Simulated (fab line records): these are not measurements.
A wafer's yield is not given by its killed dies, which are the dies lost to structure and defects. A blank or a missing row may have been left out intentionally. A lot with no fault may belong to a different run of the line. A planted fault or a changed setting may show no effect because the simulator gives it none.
A struck lot beside a sound one ; flow gf180mcu ; 14 out of 602 route steps
Sound: wafers L791.1, L791.2, L791.3. Wafers L792.1, L792.4, L792.5 were the ones struck. Last of all comes the cause.
At each step with rows: each side's tool, then ch and its chambers, then its first start. Under that, the readings that differ: sound wafers ; struck wafers ; difference of the means ; sigmas: that difference in standard deviations of wafers without a fault.
alike: words and numbers the same on both sides, and readings whose means are apart by under 2 such deviations; not compared: readings that were withheld, readings missing a value for some wafer, numbers with overlapping values and no deviation given by the record, and bounds like >300 which may hide the same value.
Wherever a step has rows on one side only, a row that says differs or no value, or a row with sigmas, the two part there. Non-overlapping numbers with no deviation appear without sigmas and do not part them. A reading missing from all wafers of one side parts the sides only when that side holds two or more wafers.

first, 1 step without rows for these wafers: GF_V2_CVD_00 (deposits SiO2, target thk 600 nm, time 100 s).
GF_V2_THK_MEAS_01:
  struck on film_metro-01, day 20 09:37; sound on film_metro-03, day 20 04:52
  alike: V2_CVD_00_THK
GF_V2_CVD_02: deposits SiO2 from TEOS, target thk 850 nm, time 94.851 s.
  sound on pecvd-04 ch 0,1,2, day 20 04:56; struck on pecvd-01 ch 1,2, day 20 09:41
  alike: heater_power_w
GF_V2_THK_MEAS_03:
  struck on film_metro-04, day 20 09:45; sound on film_metro-04, day 20 05:00
  alike: V2_CVD_02_THK
GF_V2_CMP_04: polishes SiO2.
  sound on cmp-01 ch 0,2,3, day 20 05:04; struck on cmp-01 ch 1,3, day 20 09:52
  alike: motor_current_A, time_to_endpoint_s
GF_V2_BOW_MEAS_05:
  struck on film_metro-01, day 20 10:07; sound on film_metro-01, day 20 05:22
reading;sound;struck;difference;sigmas
V2_BOW (um);122 109 113;96 95 95;-19;-2
then, 6 steps without rows for these wafers: GF_V2_DEHYDRATE_06 (time 60 s); GF_V2_HMDS_07 (prime time 60 s); GF_V2_COAT_08; GF_V2_COAT_09 (resist thk 1000 nm); GF_V2_SOFTBAKE_10 (time 60 s); GF_V2_EXPOSE_11 (exposes mask Via2, target cd 260 nm).
GF_V2_PEB_12: peb time 92.96 s.
  struck on litho_track-01, day 21 09:51; sound on litho_track-03 ch 0, day 21 04:29
  no value came back on the struck wafers for chill_plate_temp_C (C), exhaust_pa (Pa), plate_sensor_t_centre_C (C), plate_sensor_t_edge_C (C); on the sound wafers chill_plate_temp_C (C) reads 23.07 23.18 22.99
then, 1 step without rows for these wafers: GF_V2_DEVELOP_13 (develop time 60 s).

## WHERE THEY PART
At GF_V2_BOW_MEAS_05 first; at GF_V2_PEB_12 last (within this record only).

WHY: whatever the simulator had introduced
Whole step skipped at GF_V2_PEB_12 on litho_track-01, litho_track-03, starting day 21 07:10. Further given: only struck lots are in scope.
